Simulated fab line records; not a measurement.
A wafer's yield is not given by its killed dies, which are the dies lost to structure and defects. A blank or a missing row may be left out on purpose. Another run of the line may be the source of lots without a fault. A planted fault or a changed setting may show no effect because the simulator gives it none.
fab line records	flow sky130
[record] lots = 6	wafers = 18	last_day = 50
route steps=708 shown FIELD_ISO@1
lots with no fault: from the same line, run without faults
start_h: the number of hours between the record's first day and the start of the first shown wafer of the lot	wait_h: hours since the lot's step before	" as in the row above	L1.1+2: a single row standing in for several wafers	- either no value or no given start	* or withheld: withheld	< > ~ a bound
route shown NAME@n: names a module that has steps shown in the file, with the first one's number in the route	usual: average and standard deviation across the fault-free wafers	same: alike in all rows	chamber/n: place in a boat	sites: readings site by site	_std_site: their standard deviation	_edge_site: outer sites' mean less inner sites'	radius_mm: how far each site lies from the wafer's centre	mask NAME#n: copy n	behind: tool/chamber where the wafer was last shaped	hold: why the lot was held/for how many hours/how that ended	device: whichever transistor did not switch (one of n, p or np)	end of line: the route-end tests of the same wafers	for a step that has no rows: nothing shown but its recipe	killed: dies that structure and defects cost at the first sort, which is not the same as the wafer's yield	map: a wafer's dies, marking killed ones x, the rest . and places with no die _
set.NAME: the run value of the setting; set.NAME@STEP: its run value at that earlier step	model.NAME: the simulator's own value behind a step, which no gauge read
lots seen at some steps along the route; tables by step, rows by wafer
services: the hour from which a tool's chamber was out of use, counted from the record's first day as start_h (under 0 if before that day), plus the number of hours and why
[[steps]]
[step SKY_FIELD_ISO_BOW_MEAS_00]
[recipe] mode = bow
[usual] INCOMING_BOW = -1/6
lot.wafer	tool	chamber	start_h	wait_h	INCOMING_BOW[um]
L647.1	film_metro-04	-	25.00	-	-8
L647.5	"	-	"	"	6
L647.6	"	-	"	"	2
L658.2	film_metro-01	-	80.02	-	-2
L658.5	"	-	"	"	-9
L658.6	"	-	"	"	-4
L659.1	film_metro-01	-	85.00	-	-10
L659.5	"	-	"	"	-13
L659.6	"	-	"	"	-3
L662.2	film_metro-01	-	100.02	-	2
L662.4	"	-	"	"	1
L662.6	"	-	"	"	-7
L665.2	film_metro-03	-	115.02	-	2
L665.3	"	-	"	"	7
L665.6	"	-	"	"	-5
L667.1	film_metro-01	-	125.00	-	-5
L667.2	"	-	"	"	13
L667.4	"	-	"	"	-3
[step SKY_FIELD_ISO_OXIDATION_01]
[recipe] temp_c = 900	ambient = O2	stabilise_s = 600	purge_s = 300	target_thk_a = 120	ox_time_s = 1843
[step SKY_FIELD_ISO_THK_MEAS_02]
[recipe] reads = SiO2_of_FIELD_ISO_OXIDATION_01
[usual] FIELD_ISO_OXIDATION_00_THK = 12.02/0.2
lot.wafer	tool	chamber	start_h	wait_h	FIELD_ISO_OXIDATION_00_THK[nm]
L647.1	film_metro-01	-	28.41	0.0	12.30
L647.5	"	-	"	"	12.35
L647.6	"	-	"	"	12.16
L658.2	film_metro-04	-	81.64	0.0	12.03
L658.5	"	-	"	"	12.12
L658.6	"	-	"	"	12.03
L659.1	film_metro-03	-	86.63	0.0	11.58
L659.5	"	-	"	"	11.79
L659.6	"	-	"	"	11.84
L662.2	film_metro-03	-	102.19	0.0	11.89
L662.4	"	-	"	"	12.20
L662.6	"	-	"	"	12.11
L665.2	film_metro-03	-	118.58	0.0	12.48
L665.3	"	-	"	"	12.09
L665.6	"	-	"	"	12.32
L667.1	film_metro-03	-	126.63	0.0	12.18
L667.2	"	-	"	"	11.96
L667.4	"	-	"	"	11.92
[step SKY_FIELD_ISO_CVD_03]
[recipe] material = Si3N4	precursor = DCS/NH3	target_thk_nm = 165	temp_c = 770	time_s = 2830	pressure_mtorr = 250
[step SKY_FIELD_ISO_THK_MEAS_04]
[recipe] reads = Si3N4_of_FIELD_ISO_CVD_03
[usual] FIELD_ISO_CVD_03_THK = 165.9/1.5
lot.wafer	tool	chamber	start_h	wait_h	FIELD_ISO_CVD_03_THK[nm]
L647.1	film_metro-03	-	31.15	0.0	166.6
L647.5	"	-	"	"	166.4
L647.6	"	-	"	"	167.7
L658.2	film_metro-03	-	83.67	0.0	165.8
L658.5	"	-	"	"	164.8
L658.6	"	-	"	"	165.4
L659.1	film_metro-03	-	88.48	0.0	165.5
L659.5	"	-	"	"	165.4
L659.6	"	-	"	"	164.4
L662.2	film_metro-01	-	104.03	0.0	166.1
L662.4	"	-	"	"	166.8
L662.6	"	-	"	"	167.3
L665.2	film_metro-03	-	120.45	0.0	165.3
L665.3	"	-	"	"	165.9
L665.6	"	-	"	"	164.6
L667.1	film_metro-03	-	128.73	0.0	164.5
L667.2	"	-	"	"	163.7
L667.4	"	-	"	"	165.2
[step SKY_FIELD_ISO_DEHYDRATE_05]
[recipe] temp_c = 200	time_s = 60
[step SKY_FIELD_ISO_HMDS_06]
[recipe] prime_time_s = 60	prime_temp_c = 120
[step SKY_FIELD_ISO_COAT_07]
[recipe] resist = BARC	temp_c = withheld	time_s = withheld	spin_rpm = 3000	resist_thk_nm = 60
[step SKY_FIELD_ISO_COAT_08]
[recipe] resist = KrF-thick	spin_rpm = 3000	resist_thk_nm = 450
[step SKY_FIELD_ISO_SOFTBAKE_09]
[recipe] temp_c = 100	time_s = 90	resist = KrF-thick
[step SKY_FIELD_ISO_EXPOSE_10]
[recipe] mask_id = FOM	na = 0.68	source_shape = annular	sigma_inner = 0.4	sigma_outer = 0.8	target_cd_nm = 150	dose_mj = 28
[step SKY_FIELD_ISO_PEB_11]
[recipe] peb_temp_c = withheld	peb_time_s = withheld	resist = KrF-thick
[step SKY_FIELD_ISO_DEVELOP_12]
[recipe] develop_time_s = 60	resist = KrF-thick	dev_temp_c = 21
[usual] chill_plate_temp_C = 22.98/0.1	develop_time_s = 60/0	exhaust_pa = 45.0/0.89
lot.wafer	tool	chamber	start_h	wait_h	chill_plate_temp_C	develop_time_s	exhaust_pa	model.KrF-thick_of_FIELD_ISO_COAT_08.thk_nm
L647.1	litho_track-02	0	45	-	22.98	60	44.6	434.9
L647.5	"	0	"	"	23.05	60	46.2	435.5
L647.6	"	0	"	"	23.08	60	44.5	435.7
L658.2	litho_track-04	-	100	-	-	-	-	450.5
L658.5	"	-	"	"	-	-	-	449.8
L658.6	"	-	"	"	-	-	-	450
L659.1	litho_track-03	-	105	-	-	-	-	448.2
L659.5	"	-	"	"	-	-	-	449.8
L659.6	"	-	106	-	-	-	-	448.2
L662.2	litho_track-04	0	120	-	22.77	60	43.6	434.8
L662.4	"	0	"	"	22.82	60	44.1	435.2
L662.6	"	0	"	"	22.99	60	43.6	436
L665.2	litho_track-04	0	139	-	22.85	60	45.6	438.3
L665.3	"	0	"	"	22.86	60	46.3	437.7
L665.6	"	0	"	"	22.75	60	44.9	437.3
L667.1	litho_track-04	0	147	-	23.04	60	45.7	434.2
L667.2	"	0	"	"	22.97	60	45.8	433.9
L667.4	"	0	"	"	22.97	60	44.9	436.8
[step SKY_FIELD_ISO_CD_MEAS_13]
[recipe] target_cd_nm = 150
[usual] cd_nm = 150.0/1.4
lot.wafer	tool	chamber	start_h	wait_h	cd_nm
L647.1	cd_sem-01	-	45.96	-	149.6
L647.5	"	-	"	"	149.5
L647.6	"	-	"	"	149.8
L658.2	cd_sem-01	-	100.53	-	-
L658.5	"	-	"	"	-
L658.6	"	-	"	"	-
L659.1	cd_sem-01	-	106.04	-	-
L659.5	"	-	"	"	-
L659.6	"	-	"	"	-
L662.2	cd_sem-01	-	120.78	-	149.1
L662.4	"	-	"	"	149.4
L662.6	"	-	"	"	148.9
L665.2	cd_sem-01	-	139.93	-	149.9
L665.3	"	-	"	"	150.4
L665.6	"	-	"	"	149.3
L667.1	cd_sem-01	-	147.86	-	148.6
L667.2	"	-	"	"	148.3
L667.4	"	-	"	"	149.1
[[services]]
tool	chamber	start_h	hours	kind
litho_track-02	-	25.45	-	consumable_replace:filter
[[key]]
[first_sign] step = SKY_FIELD_ISO_DEVELOP_12	reading = tool_record	direction = missing
effect none on later readings
[model_effect] step = SKY_FIELD_ISO_DEVELOP_12	value = KrF-thick_of_FIELD_ISO_COAT_08.thk_nm	without = 435.3	struck = 449.4
met_at SKY_FIELD_ISO_DEVELOP_12
struck_wafers L658.2,L658.5,L658.6,L659.1,L659.5,L659.6
later_rows_left_out L658.2,L658.5,L658.6,L659.1,L659.5,L659.6
sort_left_out L658.2,L658.5,L658.6,L659.1,L659.5,L659.6
tester_left_out L658,L659
[fault] kind = skipped_step_whole	tool = litho_track-03,litho_track-04	chamber = -	onset_h = 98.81	steps = SKY_FIELD_ISO_DEVELOP_12	scope = struck_lots_only
// tester_left_out: of these lots the tester's yield and bins aren't shown, on N5 and GAA mostly nor the transistor test; their killed dies are dies lost to structure and defects alone, not to doping, threshold or leakage, so they don't give the yield
// sort_left_out: the simulated sort isn't trusted on such a fault, so these wafers' sort isn't shown, and their yield isn't known
// later_rows_left_out: the simulator's readings of these wafers behind a module that went badly wrong aren't trusted and aren't shown, but for the sort
